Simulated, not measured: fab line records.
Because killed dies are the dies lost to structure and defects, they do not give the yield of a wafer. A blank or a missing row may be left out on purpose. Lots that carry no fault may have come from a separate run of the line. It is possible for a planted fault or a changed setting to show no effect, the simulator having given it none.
Which tool was responsible? / flow sky130 / 13 lots, 39 wafers sampled, at 4 steps of a route of 708

WHAT THE GAUGES READ, wafer by wafer
SKY_VT_ADJUST_HVTP_TW_MEAS_11. Usual: for VT_ADJUST_HVTP_TW the level is 1367 and the standard deviation is 17.
lot=L516; measured=day 6 10:43; on=filmMetro-04; VT_ADJUST_HVTP_TW=1342 1342 1347; flag=
lot=L517; measured=day 6 11:18; on=filmMetro-02; VT_ADJUST_HVTP_TW=1363 1373 1373; flag=
lot=L519; measured=day 6 21:10; on=filmMetro-04; VT_ADJUST_HVTP_TW=1343 1346 1346; flag=
lot=L520; measured=day 7 03:24; on=filmMetro-01; VT_ADJUST_HVTP_TW=1386 1387 1388; flag=
lot=L521; measured=day 7 13:11; on=filmMetro-01; VT_ADJUST_HVTP_TW=1397 1396 1396; flag=
lot=L522; measured=day 7 22:25; on=filmMetro-01; VT_ADJUST_HVTP_TW=1388 1397 1401; flag=
lot=L523; measured=day 7 23:59; on=filmMetro-02; VT_ADJUST_HVTP_TW=1370 1360 1365; flag=
lot=L528; measured=day 9 12:24; on=filmMetro-04; VT_ADJUST_HVTP_TW=1359 1353 1346; flag=
lot=L530; measured=day 10 03:41; on=filmMetro-01; VT_ADJUST_HVTP_TW=1386 1390 1389; flag=
lot=L536; measured=day 11 09:33; on=filmMetro-02; VT_ADJUST_HVTP_TW=1360 1366 1362; flag=
lot=L537; measured=day 11 12:57; on=filmMetro-04; VT_ADJUST_HVTP_TW=1346 1349 1351; flag=
lot=L538; measured=day 11 22:11; on=filmMetro-01; VT_ADJUST_HVTP_TW=1392 1393 1388; flag=
lot=L539; measured=day 12 06:35; on=filmMetro-02; VT_ADJUST_HVTP_TW=1358 1355 1351; flag=

WHICH TOOL RAN EACH LOT (tool, then ch and the chambers of the sampled wafers, then the start)
lot=L516; SKY_FIELD_ISO_WET_ETCH_30=wetBench-01 ch 0, day 2 18:23; SKY_DNWELL_STRIP_08=plasmaAsher-04 ch 0,1, day 3 12:11; SKY_NWELL_STRIP_25=plasmaAsher-02 ch 0,1, day 5 15:39
lot=L517; SKY_FIELD_ISO_WET_ETCH_30=wetBench-03 ch 2, day 2 19:51; SKY_DNWELL_STRIP_08=plasmaAsher-04 ch 0,1, day 3 13:01; SKY_NWELL_STRIP_25=plasmaAsher-01 ch 0,1, day 5 16:54
lot=L519; SKY_FIELD_ISO_WET_ETCH_30=wetBench-02 ch 1, day 3 02:55; SKY_DNWELL_STRIP_08=plasmaAsher-02 ch 0,1, day 3 21:56; SKY_NWELL_STRIP_25=plasmaAsher-01 ch 0,1, day 6 01:45
lot=L520; SKY_FIELD_ISO_WET_ETCH_30=wetBench-01 ch 3, day 3 08:38; SKY_DNWELL_STRIP_08=plasmaAsher-04 ch 1, day 4 02:22; SKY_NWELL_STRIP_25=plasmaAsher-03 ch 0,1, day 6 07:24
lot=L521; SKY_FIELD_ISO_WET_ETCH_30=wetBench-03 ch 3, day 3 12:40; SKY_DNWELL_STRIP_08=plasmaAsher-02 ch 0,1, day 4 11:01; SKY_NWELL_STRIP_25=plasmaAsher-01 ch 0,1, day 6 17:15
lot=L522; SKY_FIELD_ISO_WET_ETCH_30=wetBench-03 ch 0, day 3 23:37; SKY_DNWELL_STRIP_08=plasmaAsher-03 ch 0,1, day 4 20:06; SKY_NWELL_STRIP_25=plasmaAsher-02 ch 0,1, day 7 03:26
lot=L523; SKY_FIELD_ISO_WET_ETCH_30=wetBench-01 ch 3, day 4 01:01; SKY_DNWELL_STRIP_08=plasmaAsher-02 ch 0,1, day 4 20:07; SKY_NWELL_STRIP_25=plasmaAsher-01 ch 0, day 7 03:45
lot=L528; SKY_FIELD_ISO_WET_ETCH_30=wetBench-01 ch 3, day 5 04:30; SKY_DNWELL_STRIP_08=plasmaAsher-03 ch 1, day 6 03:26; SKY_NWELL_STRIP_25=plasmaAsher-01 ch 0,1, day 8 14:36
lot=L530; SKY_FIELD_ISO_WET_ETCH_30=wetBench-03 ch 1, day 5 17:12; SKY_DNWELL_STRIP_08=plasmaAsher-04 ch 0,1, day 6 14:49; SKY_NWELL_STRIP_25=plasmaAsher-01 ch 0,1, day 9 04:57
lot=L536; SKY_FIELD_ISO_WET_ETCH_30=wetBench-03 ch 0, day 6 19:35; SKY_DNWELL_STRIP_08=plasmaAsher-03 ch 0,1, day 7 15:51; SKY_NWELL_STRIP_25=plasmaAsher-03 ch 0,1, day 10 09:41
lot=L537; SKY_FIELD_ISO_WET_ETCH_30=wetBench-03 ch 1, day 6 23:53; SKY_DNWELL_STRIP_08=plasmaAsher-03 ch 0,1, day 7 19:46; SKY_NWELL_STRIP_25=plasmaAsher-02 ch 0,1, day 10 13:29
lot=L538; SKY_FIELD_ISO_WET_ETCH_30=wetBench-02 ch 1, day 7 06:58; SKY_DNWELL_STRIP_08=plasmaAsher-03 ch 0,1, day 8 04:26; SKY_NWELL_STRIP_25=plasmaAsher-01 ch 0,1, day 10 22:30
lot=L539; SKY_FIELD_ISO_WET_ETCH_30=wetBench-03 ch 3, day 7 10:51; SKY_DNWELL_STRIP_08=plasmaAsher-02 ch 0,1, day 8 10:34; SKY_NWELL_STRIP_25=plasmaAsher-03 ch 0,1, day 11 06:07
- SKY_FIELD_ISO_WET_ETCH_30: etches SiO2 in dHF, target depth 25 nm, time 50 s.
- SKY_DNWELL_STRIP_08: strips in O2/N2.
- SKY_NWELL_STRIP_25: strips in O2/N2.

AS READ BY THE TOOLS THEMSELVES (means over the sampled wafers that have a number; for cases with no such wafer, the mark the record gives instead)
SKY_FIELD_ISO_WET_ETCH_30. Usual: bathHeatDutyPct 6.4 %, standard deviation 0.68; tempC 24.98 C, standard deviation 0.11.
lot=L516; tool=wetBench-01; bathHeatDutyPct (%)=6.5; tempC (C)=24.92; flag=
lot=L517; tool=wetBench-03; bathHeatDutyPct (%)=6.0; tempC (C)=25.05; flag=
lot=L519; tool=wetBench-02; bathHeatDutyPct (%)=6.8; tempC (C)=24.91; flag=
lot=L520; tool=wetBench-01; bathHeatDutyPct (%)=6.3; tempC (C)=24.86; flag=
lot=L521; tool=wetBench-03; bathHeatDutyPct (%)=6.7; tempC (C)=25.08; flag=
lot=L522; tool=wetBench-03; bathHeatDutyPct (%)=5.4; tempC (C)=24.92; flag=
lot=L523; tool=wetBench-01; bathHeatDutyPct (%)=6.6; tempC (C)=24.93; flag=
lot=L528; tool=wetBench-01; bathHeatDutyPct (%)=27.4; tempC (C)=39.76; flag=OFF
lot=L530; tool=wetBench-03; bathHeatDutyPct (%)=6.4; tempC (C)=25.02; flag=
lot=L536; tool=wetBench-03; bathHeatDutyPct (%)=5.5; tempC (C)=25.02; flag=
lot=L537; tool=wetBench-03; bathHeatDutyPct (%)=6.6; tempC (C)=25.15; flag=
lot=L538; tool=wetBench-02; bathHeatDutyPct (%)=7.4; tempC (C)=24.92; flag=
lot=L539; tool=wetBench-03; bathHeatDutyPct (%)=6.4; tempC (C)=25.02; flag=

SKY_DNWELL_STRIP_08. Usual: drypumpMotorCurrentA 6.00 A, standard deviation 0.29; oesProductAu 0.723 a.u., standard deviation 0.0046; stripTimeToEndpointS 36.94 s, standard deviation 0.12.
lot=L516; tool=plasmaAsher-04; drypumpMotorCurrentA (A)=6.03; oesProductAu (a.u.)=0.724; stripTimeToEndpointS (s)=37.09; flag=
lot=L517; tool=plasmaAsher-04; drypumpMotorCurrentA (A)=6.05; oesProductAu (a.u.)=0.720; stripTimeToEndpointS (s)=36.84; flag=
lot=L519; tool=plasmaAsher-02; drypumpMotorCurrentA (A)=5.81; oesProductAu (a.u.)=0.722; stripTimeToEndpointS (s)=37.02; flag=
lot=L520; tool=plasmaAsher-04; drypumpMotorCurrentA (A)=6.01; oesProductAu (a.u.)=0.720; stripTimeToEndpointS (s)=36.98; flag=
lot=L521; tool=plasmaAsher-02; drypumpMotorCurrentA (A)=6.11; oesProductAu (a.u.)=0.725; stripTimeToEndpointS (s)=37.18; flag=
lot=L522; tool=plasmaAsher-03; drypumpMotorCurrentA (A)=6.07; oesProductAu (a.u.)=0.723; stripTimeToEndpointS (s)=36.74; flag=
lot=L523; tool=plasmaAsher-02; drypumpMotorCurrentA (A)=6.09; oesProductAu (a.u.)=0.723; stripTimeToEndpointS (s)=37.02; flag=
lot=L528; tool=plasmaAsher-03; drypumpMotorCurrentA (A)=5.95; oesProductAu (a.u.)=0.720; stripTimeToEndpointS (s)=36.95; flag=
lot=L530; tool=plasmaAsher-04; drypumpMotorCurrentA (A)=6.03; oesProductAu (a.u.)=0.723; stripTimeToEndpointS (s)=37.06; flag=
lot=L536; tool=plasmaAsher-03; drypumpMotorCurrentA (A)=6.01; oesProductAu (a.u.)=0.720; stripTimeToEndpointS (s)=36.91; flag=
lot=L537; tool=plasmaAsher-03; drypumpMotorCurrentA (A)=6.05; oesProductAu (a.u.)=0.725; stripTimeToEndpointS (s)=36.95; flag=
lot=L538; tool=plasmaAsher-03; drypumpMotorCurrentA (A)=6.04; oesProductAu (a.u.)=0.721; stripTimeToEndpointS (s)=36.94; flag=
lot=L539; tool=plasmaAsher-02; drypumpMotorCurrentA (A)=6.10; oesProductAu (a.u.)=0.727; stripTimeToEndpointS (s)=36.85; flag=

SKY_NWELL_STRIP_25. Usual: drypumpMotorCurrentA 5.89 A, standard deviation 0.27; oesProductAu 0.723 a.u., standard deviation 0.0045; stripTimeToEndpointS 36.98 s, standard deviation 0.098.
lot=L516; tool=plasmaAsher-02; drypumpMotorCurrentA (A)=6.09; oesProductAu (a.u.)=0.723; stripTimeToEndpointS (s)=36.96; flag=
lot=L517; tool=plasmaAsher-01; drypumpMotorCurrentA (A)=5.74; oesProductAu (a.u.)=0.726; stripTimeToEndpointS (s)=36.98; flag=
lot=L519; tool=plasmaAsher-01; drypumpMotorCurrentA (A)=5.73; oesProductAu (a.u.)=0.717; stripTimeToEndpointS (s)=37.18; flag=
lot=L520; tool=plasmaAsher-03; drypumpMotorCurrentA (A)=6.10; oesProductAu (a.u.)=0.727; stripTimeToEndpointS (s)=36.97; flag=
lot=L521; tool=plasmaAsher-01; drypumpMotorCurrentA (A)=5.72; oesProductAu (a.u.)=0.722; stripTimeToEndpointS (s)=36.91; flag=
lot=L522; tool=plasmaAsher-02; drypumpMotorCurrentA (A)=5.81; oesProductAu (a.u.)=0.722; stripTimeToEndpointS (s)=36.89; flag=
lot=L523; tool=plasmaAsher-01; drypumpMotorCurrentA (A)=5.73; oesProductAu (a.u.)=0.721; stripTimeToEndpointS (s)=37.07; flag=
lot=L528; tool=plasmaAsher-01; drypumpMotorCurrentA (A)=5.73; oesProductAu (a.u.)=0.724; stripTimeToEndpointS (s)=36.99; flag=
lot=L530; tool=plasmaAsher-01; drypumpMotorCurrentA (A)=5.72; oesProductAu (a.u.)=0.724; stripTimeToEndpointS (s)=36.87; flag=
lot=L536; tool=plasmaAsher-03; drypumpMotorCurrentA (A)=6.05; oesProductAu (a.u.)=0.726; stripTimeToEndpointS (s)=36.93; flag=
lot=L537; tool=plasmaAsher-02; drypumpMotorCurrentA (A)=6.09; oesProductAu (a.u.)=0.726; stripTimeToEndpointS (s)=36.87; flag=
lot=L538; tool=plasmaAsher-01; drypumpMotorCurrentA (A)=5.73; oesProductAu (a.u.)=0.720; stripTimeToEndpointS (s)=37.03; flag=
lot=L539; tool=plasmaAsher-03; drypumpMotorCurrentA (A)=6.02; oesProductAu (a.u.)=0.721; stripTimeToEndpointS (s)=36.98; flag=

THE ANSWER, worked out from the rows above alone
Rule: a lot is off if the mean of its wafers that have a number lies more than 3 standard deviations from the usual mean. Also off: a lot with no number at a reading for which 4 or more lots have one. Where the step has rows for the other lots, those lots are counted as sound. First the gauges in route order, then the tools' own readings, where a lot's mean is used as printed above. At the first step where some lot is off, the reading lying furthest off is the one used; lots without a number count as furthest.
Off at SKY_FIELD_ISO_WET_ETCH_30 (tempC): L528.
A tool fits if, at that step or a process step before it, it ran every lot that is off, and no sound lot after the first of them. One fits: SKY_FIELD_ISO_WET_ETCH_30 on wetBench-01. A fault onset in the window from L523 (day 4 01:01, its last sound lot) to L528 (day 5 04:30, its first lot off) fits.
The tool's own readings at SKY_FIELD_ISO_WET_ETCH_30 bear it out: on the lots that are off they differ by more than 5 times the standard deviation of the sound lots' means. bathHeatDutyPct reads 27.4 % there against 6.4 % on the sound lots; tempC reads 39.76 C there against 24.98 C on the sound lots.

WHAT THE SIMULATOR PUT IN
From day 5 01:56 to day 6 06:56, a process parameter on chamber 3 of wetBench-01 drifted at SKY_FIELD_ISO_WET_ETCH_30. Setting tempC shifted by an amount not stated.
Lots struck among those shown: L528. The same result came from the rule above.
